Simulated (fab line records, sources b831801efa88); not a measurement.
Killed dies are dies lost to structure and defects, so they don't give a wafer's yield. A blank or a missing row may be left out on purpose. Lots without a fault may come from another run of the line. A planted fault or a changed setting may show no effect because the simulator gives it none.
fab line records | flow sky130
record lots=7 wafers=21 last_day=50
route steps=708 shown VIA4@649 METAL5@661 PAD_OPEN@708
lots that met no fault: from a run of the same line without faults
start_h: hours from the record's first day to the start of the lot's first wafer shown | wait_h: hours since the lot's step before | " the same as in the row above | L1.1+2: a row that stands for several wafers | - no value, or no start given | * or withheld: withheld | < > ~ a bound
route shown NAME@n: a module of which the file shows steps, and the number in the route of the first | usual: mean/standard deviation of fault-free wafers | same: alike in all rows | chamber/n: place in a boat | sites: the reading at each site | _std_site: their standard deviation | _edge_site: outer sites' mean less inner sites' | radius_mm: how far each site lies from the wafer's centre | mask NAME#n: copy n | behind: the tool/chamber that last shaped the wafer | hold: why the lot was held/for how many hours/how that ended | device: the transistor (n, p or np) that didn't switch | end of line: the same wafers' tests at the end of the route | a step without rows: its recipe alone | killed: dies lost to structure and defects at the first sort, not the wafer's yield | map: a wafer's dies, x killed, . not, _ none there
set.NAME: the setting as run; set.NAME@STEP: as run at that earlier step | model.NAME: the simulator's own value behind a step, which no gauge read
lots at some steps of the route; a table a step, a row a wafer
services: from which hour (start_h, from the record's first day; less than 0 if before it) a tool's chamber was out of use, for how many hours, and why
## steps
# step SKY_VIA4_DEVELOP_10
# recipe resist=NOVOLAK developer=TMAH develop_time_s=60 dev_temp_c=23
# step SKY_VIA4_OVL_MEAS_11
# usual VIA4_OVL=0.7/1.8
# columns lot.wafer tool chamber start_h wait_h VIA4_OVL[nm]
L294.2 overlay-02 - 1066.54 0.1 1.6
L294.4 " - " " 1.0
L294.6 " - " " 0.8
L293.2 overlay-02 - 1068.61 0.1 1.3
L293.4 " - " " 1.0
L293.5 " - " " 1.5
L304.3 overlay-02 - 1115.68 0.1 -1.0
L304.5 " - " " 0.6
L304.6 " - " " -1.8
L305.1 overlay-02 - 1119.63 0.1 -5.0
L305.2 " - " " -3.5
L305.6 " - " " -3.8
L306.1 overlay-02 - 1124.06 0.1 -0.1
L306.3 " - " " 0.2
L306.5 " - " " -0.3
L307.2 overlay-02 - 1132.51 0.1 -2.3
L307.3 " - " " -2.1
L307.6 " - " " -1.2
L309.1 overlay-01 - 1142.76 0.1 0.8
L309.2 " - " " 1.6
L309.6 " - " " 1.5
# step SKY_VIA4_ETCH_12
# recipe target=SiO2 chemistry=C4F8/O2/Ar stop_on=TiN mask_material=NOVOLAK source_w=1500 bias_w=1200 pressure_mtorr=40 c4f8_flow_sccm=withheld O2_flow_sccm=6 Ar_flow_sccm=300 time_s=withheld target_depth_a=5800
# usual oes_product_au=0.925/0.0051
# columns lot.wafer tool chamber start_h wait_h oes_product_au
L294.2 rie_diel-04 0 1066.57 0.0 0.920
L294.4 " 2 " " 0.924
L294.6 " 1 " " 0.925
L293.2 rie_diel-04 1 1068.64 0.0 0.921
L293.4 " 3 " " 0.928
L293.5 " 3 " " 0.924
L304.3 rie_diel-04 2 1115.71 0.0 0.921
L304.5 " 1 " " 0.920
L304.6 " 0 " " 0.922
L305.1 rie_diel-02 0 1119.67 0.0 0.921
L305.2 " 3 " " 0.925
L305.6 " 2 " " 0.927
L306.1 rie_diel-02 2 1124.09 0.0 0.922
L306.3 " 1 " " 0.926
L306.5 " 0 " " 0.933
L307.2 rie_diel-03 1 1132.54 0.0 0.921
L307.3 " 2 " " 0.926
L307.6 " 1 " " 0.919
L309.1 rie_diel-04 0 1142.79 0.0 0.924
L309.2 " 1 " " 0.924
L309.6 " 1 " " 0.924
# step SKY_VIA4_STRIP_13
# recipe chemistry=O2/N2 power_w=1400 pressure_mtorr=1500 platen_temp_c=withheld o2_flow_sccm=3000 n2_flow_sccm=300 overash_fraction=0.5
# usual drypump_motor_current_A=5.8/0.47 oes_product_au=0.710/0.0046 strip_time_to_endpoint_s=12.79/0.031
# columns lot.wafer tool chamber start_h wait_h drypump_motor_current_A oes_product_au rf_hours_counter_h strip_time_to_endpoint_s
L294.2 plasma_asher-03 0 1066.64 - 6.0 0.705 58 12.71
L294.4 " 0 " " 6.0 0.717 - 12.80
L294.6 " 0 " " 6.1 0.707 - 12.74
L293.2 plasma_asher-03 0 1068.71 - 6.0 0.709 59 12.80
L293.4 " 1 " " 5.6 0.709 - 12.82
L293.5 " 0 " " 6.1 0.709 - 12.82
L304.3 plasma_asher-04 1 1115.81 - 5.4 0.717 - 12.79
L304.5 " 0 " " 6.6 0.717 - 12.79
L304.6 " 1 " " 5.4 0.714 - 12.70
L305.1 plasma_asher-02 0 1119.74 - 5.4 0.699 35 12.79
L305.2 " 1 " " 5.5 0.702 35 12.77
L305.6 " 0 " " 5.4 0.716 - 12.79
L306.1 plasma_asher-04 1 1124.16 - 5.4 0.709 96 12.80
L306.3 " 1 " " 5.4 0.706 - 12.80
L306.5 " 1 " " 5.4 0.713 - 12.77
L307.2 plasma_asher-04 0 1132.61 - 6.6 0.716 97 12.80
L307.3 " 1 " " 5.4 0.709 - 12.83
L307.6 " 1 " " 5.4 0.707 - 12.83
L309.1 plasma_asher-02 0 1142.86 - 5.4 0.717 37 12.83
L309.2 " 1 " " 5.5 0.705 37 12.79
L309.6 " 1 " " 5.5 0.707 - 12.79
# step SKY_VIA4_STRIP_14
# recipe chemistry=post_etch_residue_remover time_s=1200 temp_c=72.5
# step SKY_VIA4_CLEAN_15
# recipe chemistry=IPA time_s=180 temp_c=25
# step SKY_VIA4_CLEAN_16
# recipe chemistry=O3/DIW dry=n2_spin
# step SKY_VIA4_SPUTTER_17
# recipe material=TiN target_thk_nm=20 chamber_pressure_pa=5 power_w=4000 time_s=80
# step SKY_VIA4_CVD_18
# recipe material=W target_thk_nm=505 time_s=152.14 temp_c=400 pressure_torr=40
# usual heater_power_w=933/54
# columns lot.wafer tool chamber start_h wait_h heater_power_w
L294.2 cvd_w-02 0 1067.38 0.0 991
L294.4 " 1 " " 947
L294.6 " 0 " " 969
L293.2 cvd_w-01 1 1069.37 0.0 846
L293.4 " 1 " " 852
L293.5 " 1 " " 846
L304.3 cvd_w-01 0 1116.48 0.1 891
L304.5 " 1 " " 853
L304.6 " 0 " " 862
L305.1 cvd_w-01 1 1120.39 0.0 863
L305.2 " 0 " " 890
L305.6 " 1 " " 840
L306.1 cvd_w-02 0 1124.82 0.0 1002
L306.3 " 1 " " 965
L306.5 " 0 " " 1023
L307.2 cvd_w-02 0 1133.27 0.0 963
L307.3 " 0 " " 968
L307.6 " 1 " " 959
L309.1 cvd_w-02 0 1143.52 0.0 985
L309.2 " 1 " " 966
L309.6 " 1 " " 936
# step SKY_VIA4_RS_MEAS_19
# recipe thk_meas_gauge=four-point-probe reads=W_of_VIA4_CVD_18+TiN_of_VIA4_SPUTTER_17
# usual VIA4_W_RS=0.2291/0.0024
# columns lot.wafer tool chamber start_h wait_h VIA4_W_RS[ohm/sq]
L294.2 film_metro-04 - 1067.56 0.1 0.2299
L294.4 " - " " 0.2284
L294.6 " - " " 0.2298
L293.2 film_metro-03 - 1069.54 0.1 0.2338
L293.4 " - " " 0.2315
L293.5 " - " " 0.2308
L304.3 film_metro-01 - 1116.63 0.1 0.2309
L304.5 " - " " 0.2295
L304.6 " - " " 0.2328
L305.1 film_metro-03 - 1120.55 0.1 0.2304
L305.2 " - " " 0.2314
L305.6 " - " " 0.2302
L306.1 film_metro-03 - 1124.97 0.1 0.2291
L306.3 " - " " 0.2265
L306.5 " - " " 0.2304
L307.2 film_metro-03 - 1133.44 0.1 0.2300
L307.3 " - " " 0.2291
L307.6 " - " " 0.2274
L309.1 film_metro-01 - 1143.67 0.1 0.2280
L309.2 " - " " 0.2305
L309.6 " - " " 0.2305
# step SKY_VIA4_THK_MEAS_20
# recipe thk_meas_gauge=xrf reads=W_of_VIA4_CVD_18
# usual VIA4_W_THK=509/6.1
# columns lot.wafer tool chamber start_h wait_h VIA4_W_THK[nm]
L294.2 film_metro-04 - 1067.67 0.1 510
L294.4 " - " " 514
L294.6 " - " " 511
L293.2 film_metro-03 - 1069.65 0.1 498
L293.4 " - " " 504
L293.5 " - " " 505
L304.3 film_metro-01 - 1116.73 0.1 509
L304.5 " - " " 509
L304.6 " - " " 502
L305.1 film_metro-03 - 1120.67 0.1 504
L305.2 " - " " 501
L305.6 " - " " 505
L306.1 film_metro-03 - 1125.09 0.1 505
L306.3 " - " " 512
L306.5 " - " " 505
L307.2 film_metro-03 - 1133.55 0.1 505
L307.3 " - " " 506
L307.6 " - " " 508
L309.1 film_metro-01 - 1143.79 0.1 510
L309.2 " - " " 506
L309.6 " - " " 508
# step SKY_VIA4_CMP_21
# recipe stop_on=SiO2 t_overpolish_s=25 down_force_psi=3.5 platen_rpm=60 target_thk_nm=0 pad_velocity_m_s=0.94248
# usual motor_current_A=10.8/1.1 overpolish_run_s=24.999/0.0085 time_to_endpoint_s=120/6.5
# columns lot.wafer tool chamber start_h wait_h motor_current_A overpolish_run_s time_to_endpoint_s
L294.2 cmp-01 2 1067.72 0.0 11.2 24.999 120
L294.4 " 3 " " 12.7 24.999 115
L294.6 " 2 " " 11.6 25.009 121
L293.2 cmp-02 2 1069.78 0.1 11.3 25.003 115
L293.4 " 3 " " 10.5 25.000 123
L293.5 " 2 " " 11.9 24.991 117
L304.3 cmp-02 3 1116.90 0.2 10.3 24.999 124
L304.5 " 2 " " 11.7 25.005 116
L304.6 " 3 " " 10.5 25.001 124
L305.2 cmp-02 2 1120.85 0.2 11.5 25.002 113
L305.1 " 3 " " 11.2 25.004 123
L305.6 " 1 " " 8.8 24.991 116
L306.3 cmp-02 0 1125.15 0.0 10.5 25.014 129
L306.1 " 1 " " 9.1 24.997 116
L306.5 " 1 " " 8.8 25.004 113
L307.3 cmp-01 3 1133.70 0.1 12.6 24.997 113
L307.2 " 0 " " 9.6 25.006 107
L307.6 " 2 " " 11.8 24.993 118
L309.1 cmp-01 1 1143.85 0.1 10.8 24.991 124
L309.2 " 0 " " 10.0 25.000 113
L309.6 " 2 " " 11.5 25.005 121
# step SKY_METAL5_SPUTTER_00
# recipe material=Ti target_thk_nm=15 power_w=3000 time_s=10 chamber_pressure_pa=0.4
# usual throttle_valve_pct=30.0/1.1
# columns lot.wafer tool chamber start_h wait_h throttle_valve_pct model.Ti_of_METAL5_SPUTTER_00.thk_nm
L294.2 pvd_sputter-04 - 1068.02 0.2 30.9 15.06
L294.4 " - " " 30.6 14.94
L294.6 " - " " 31.0 15.11
L293.2 pvd_sputter-02 - 1070.08 0.2 28.6 15.22
L293.4 " - " " 30.6 15.04
L293.5 " - " " 32.3 14.77
L304.3 pvd_sputter-04 - 1117.15 0.2 30.6 26.62
L304.5 " - " " 29.2 26.51
L304.6 " - " " 30.7 26.74
L305.1 pvd_sputter-02 - 1121.10 0.1 29.0 15.04
L305.2 " - " " 28.5 15.52
L305.6 " - " " 30.9 15.3
L306.1 pvd_sputter-04 - 1125.47 0.2 30.3 15.17
L306.3 " - " " 30.5 26.34
L306.5 " - " " 30.8 26.38
L307.2 pvd_sputter-02 - 1133.90 0.1 28.8 14.94
L307.3 " - " " 28.6 15.38
L307.6 " - " " 28.8 14.93
L309.1 pvd_sputter-04 - 1144.15 0.2 28.9 15.14
L309.2 " - " " 30.3 15.14
L309.6 " - " " 30.7 26.42
# step SKY_METAL5_SPUTTER_01
# recipe material=TiN target_thk_nm=20 power_w=6500 time_s=16.7 chamber_pressure_pa=0.4
# usual throttle_valve_pct=30.0/1.1
# columns lot.wafer tool chamber start_h wait_h throttle_valve_pct
L294.2 pvd_sputter-04 - 1068.04 0.0 30.6
L294.4 " - " " 30.6
L294.6 " - " " 30.6
L293.2 pvd_sputter-02 - 1070.10 0.0 28.6
L293.4 " - " " 30.9
L293.5 " - " " 32.5
L304.3 pvd_sputter-04 - 1117.17 0.0 30.6
L304.5 " - " " 29.2
L304.6 " - " " 30.6
L305.1 pvd_sputter-02 - 1121.12 0.0 29.5
L305.2 " - " " 28.7
L305.6 " - " " 30.5
L306.1 pvd_sputter-04 - 1125.49 0.0 30.2
L306.3 " - " " 30.7
L306.5 " - " " 30.8
L307.2 pvd_sputter-02 - 1133.92 0.0 29.3
L307.3 " - " " 28.5
L307.6 " - " " 28.8
L309.1 pvd_sputter-04 - 1144.17 0.0 29.2
L309.2 " - " " 29.9
L309.6 " - " " 30.6
# step SKY_PAD_OPEN_PROBE_99
# usual defect_limited_yield=82.5/2 killed_at_M0_to_M3=44/7.7 killed_at_M4_up=3.0/1.9 killed_at_contacts=25/5.6 killed_at_front_end=15/4.6 killed_at_other=0.3/0.47 killed_dies=86/9.9 killed_open=47/7.4 killed_short=39/5.9 sort_bin_3_pad_short=0.8/0.37 sort_bin_5_function=10.4/1.5 sort_bin_6_memory=6.3/1 sort_n_pass=406/9.9 sort_yield_pct=82.5/2
# same gross_dies=492 killed_at_back_side=0 sort_bin_4_leakage[%]=0 sort_bin_8_speed[%]=0
# columns lot.wafer tool chamber start_h wait_h defect_limited_yield[%] killed_at_M0_to_M3 killed_at_M4_up killed_at_contacts killed_at_front_end killed_at_other killed_dies killed_open killed_short sort_bin_3_pad_short[%] sort_bin_5_function[%] sort_bin_6_memory[%] sort_n_pass sort_yield_pct[%]
L304.5 prober-01 - 1176.89 0.2 79.9 47 1 30 21 0 99 53 46 1.2 12.0 6.9 393 79.9
L306.1 prober-01 - 1183.01 0.1 81.5 39 6 29 16 1 91 48 43 1.4 9.8 7.3 401 81.5
L306.3 prober-01 - 1183.11 0.2 81.1 53 4 28 8 0 93 53 40 1.6 11.0 6.3 399 81.1
L306.5 prober-01 - 1183.21 0.2 84.3 45 4 23 5 0 77 40 37 0.2 9.6 5.9 415 84.3
# killed by level:class
L304.5 VIA2:geometric_particle:open=10 LI_CONTACT:geometric_particle:open=10 CONTACT:geometric_particle:open=10 VIA1:geometric_particle:open=8 FIELD_ISO:geometric_particle:short=7 METAL2:geometric_particle:short=7 CONTACT:geometric_particle:short=6 VIA3:geometric_particle:open=5
L306.1 CONTACT:geometric_particle:short=8 CONTACT:geometric_particle:open=7 LI_CONTACT:geometric_particle:open=6 METAL1:geometric_particle:short=6 VIA1:geometric_particle:open=6 FIELD_ISO:geometric_particle:short=5 VIA2:geometric_particle:open=5 VIA3:geometric_particle:open=5
L306.3 VIA1:geometric_particle:open=13 CONTACT:geometric_particle:open=11 LI_CONTACT:geometric_particle:open=10 VIA2:geometric_particle:open=9 METAL2:geometric_particle:short=8 METAL1:geometric_particle:short=6 FIELD_ISO:geometric_particle:short=4 VIA1:geometric_particle:short=4
L306.5 CONTACT:geometric_particle:open=9 VIA1:geometric_particle:open=8 VIA2:geometric_particle:open=8 METAL2:geometric_particle:short=7 LI_CONTACT:geometric_particle:open=6 VIA3:geometric_particle:open=4 CONTACT:geometric_particle:short=4 VIA1:geometric_particle:short=4
## services
# columns tool chamber start_h hours kind
rie_diel-04 2 1045.67 1.2 repair
rie_diel-02 0 1047.60 3.3 repair
rie_diel-03 - 1052.16 4.0 repair
rie_diel-02 2 1053.83 2.4 repair
rie_diel-04 - 1056.54 0.3 repair
plasma_asher-02 - 1060.96 24.7 pm
plasma_asher-04 - 1068.54 0.9 repair
rie_diel-04 - 1078.19 2.8 pm
cmp-02 - 1084.16 4.0 pm
cmp-02 - 1088.16 - consumable_replace:conditioner
cmp-02 - 1088.16 - consumable_replace:pad
cvd_w-02 1 1093.35 7.9 repair
rie_diel-02 - 1101.00 0.4 repair
rie_diel-03 2 1103.47 - clean
cmp-02 - 1105.13 0.5 repair
plasma_asher-04 - 1109.04 1.8 repair
rie_diel-04 - 1109.71 0.4 repair
cmp-01 - 1110.45 0.7 repair
rie_diel-02 3 1120.39 3.5 repair
cmp-01 - 1121.50 6.9 pm
rie_diel-04 3 1124.34 1.3 repair
cmp-01 - 1134.85 4.3 repair
cvd_w-02 - 1139.29 1.9 repair
plasma_asher-02 - 1140.78 0.4 repair
## key
first_sign none at tools or gauges
model_effect step=SKY_METAL5_SPUTTER_00 value=Ti_of_METAL5_SPUTTER_00.thk_nm without=15.24 struck=26.5
met_at SKY_METAL5_SPUTTER_00
struck_wafers L304.3,L304.5,L304.6,L306.3,L306.5,L309.6
onset_between 1068.02 1117.15
fault kind=process_parameter_drift tool=pvd_sputter-04 chamber=- onset_h=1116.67 steps=SKY_METAL5_SPUTTER_00 channel=target_thk_nm offset=11.257 shape=step end_h=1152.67 scope=struck_wafers_only acts_in=these_recipes_only stated=15
